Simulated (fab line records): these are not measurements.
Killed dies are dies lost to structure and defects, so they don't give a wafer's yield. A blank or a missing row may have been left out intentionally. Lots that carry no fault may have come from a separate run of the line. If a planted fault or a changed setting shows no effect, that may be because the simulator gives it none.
Which of the tools did it? -- flow sky130 -- 39 wafers from 13 lots sampled at 2 of the route's 708 steps

WHAT THE GAUGES SHOWED, per wafer
SKY_VIA2_THK_MEAS_01.
lot,measured,on,VIA2_HDPCVD_THK (nm)
L673,day 35 03:36,film metro-01,1189 1170 1187
L674,day 35 07:01,film metro-01,1213 1187 1185
L675,day 35 14:03,film metro-01,1183 1178 1169
L676,day 35 19:31,film metro-04,1183 1183 1188
L677,day 36 09:19,film metro-04,1178 1179 1172
L679,day 37 03:55,film metro-01,1173 1177 1182
L681,day 37 17:19,film metro-01,1160 1161 1146
L682,day 38 02:13,film metro-03,1188 1184 1175
L683,day 38 11:08,film metro-04,1159 1192 1163
L687,day 40 07:15,film metro-03,1174 1171 1170
L692,day 41 05:19,film metro-01,1174 1486 1181
L695,day 41 17:45,film metro-03,1161 1172 1166
L696,day 41 20:09,film metro-01,1178 1161 1189

TOOL THAT RAN EACH LOT (tool first, then ch and the chambers of the sampled wafers, then the start)
lot,SKY_VIA2_HDPCVD_00
L673,"hdpcvd-02 ch 0,1, day 35 03:28"
L674,"hdpcvd-02 ch 0,1,2, day 35 06:56"
L675,"hdpcvd-01 ch 1,2, day 35 13:55"
L676,"hdpcvd-02 ch 0,1, day 35 19:23"
L677,"hdpcvd-02 ch 0,1,2, day 36 09:11"
L679,"hdpcvd-02 ch 0,1, day 37 03:48"
L681,"hdpcvd-02 ch 0,1,2, day 37 17:11"
L682,"hdpcvd-02 ch 0,1, day 38 02:05"
L683,"hdpcvd-02 ch 0,1,2, day 38 10:59"
L687,"hdpcvd-01 ch 0,1,2, day 40 07:07"
L692,"hdpcvd-02 ch 0,1,2, day 41 05:11"
L695,"hdpcvd-01 ch 0,1,2, day 41 17:37"
L696,"hdpcvd-01 ch 0,1, day 41 20:02"
- SKY_VIA2_HDPCVD_00: deposits SiO2, target thk 1180 nm, time 196.7 s.

AS READ BY THE TOOLS THEMSELVES (means over the sampled wafers that have a number; for cases with no such wafer, the mark the record gives instead)
SKY_VIA2_HDPCVD_00.
lot,tool,run length s (s)
L673,hdpcvd-02,225.5
L674,hdpcvd-02,225.3
L675,hdpcvd-01,224.4
L676,hdpcvd-02,225.6
L677,hdpcvd-02,225.4
L679,hdpcvd-02,225.5
L681,hdpcvd-02,225.5
L682,hdpcvd-02,225.8
L683,hdpcvd-02,225.4
L687,hdpcvd-01,224.3
L692,hdpcvd-02,241.8
L695,hdpcvd-01,224.5
L696,hdpcvd-01,224.5

THE ANSWER, worked out from the rows above alone
Rule: usual is defined by the lots themselves. The widest of any qualifying gaps counts: lots, ordered by their means at a reading, are off when they make up no more than a third of the lots, leave a main group of 4 or more, and stand apart from it by 3 or more times the standard deviation of that group's means. A main group is skipped when, at the precision printed for the reading in the tables above, its means are all equal. A lot without any number at a reading at which 4 lots or more have one is off too. Where the step has rows for the other lots, those lots are counted as sound. After the gauges, taken in route order, come the tools' own readings; for these a lot's mean is taken, as printed above. The first step at which some lot is off is used, and at that step the reading that is off furthest; a lot without a number counts as furthest.
Off: L692, seen at SKY_VIA2_THK_MEAS_01 (VIA2_HDPCVD_THK). The main group: mean 1176 nm, standard deviation 9.4.
If a tool, at a process step before that reading, ran all the lots that are off and no sound lot after the first of them, it fits. The gauges at SKY_VIA2_THK_MEAS_01 aren't tried: what is off there is off at SKY_VIA2_HDPCVD_00 too, on other tools, and a gauge's error can't cause that. One candidate fits, namely hdpcvd-02 at SKY_VIA2_HDPCVD_00. A fault onset in the window from L683 (day 38 10:59, its last sound lot) to L692 (day 41 05:11, its first lot off) fits.
On the lots that are off, the tool's own readings at SKY_VIA2_HDPCVD_00 differ by more than 5 times the standard deviation of the sound lots' means, which bears it out; run length s reads 241.8 s there versus 225.1 s on the sound lots.

WHAT WAS PUT IN BY THE SIMULATOR
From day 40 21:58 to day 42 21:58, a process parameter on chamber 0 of hdpcvd-02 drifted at SKY_VIA2_HDPCVD_00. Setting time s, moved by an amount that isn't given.
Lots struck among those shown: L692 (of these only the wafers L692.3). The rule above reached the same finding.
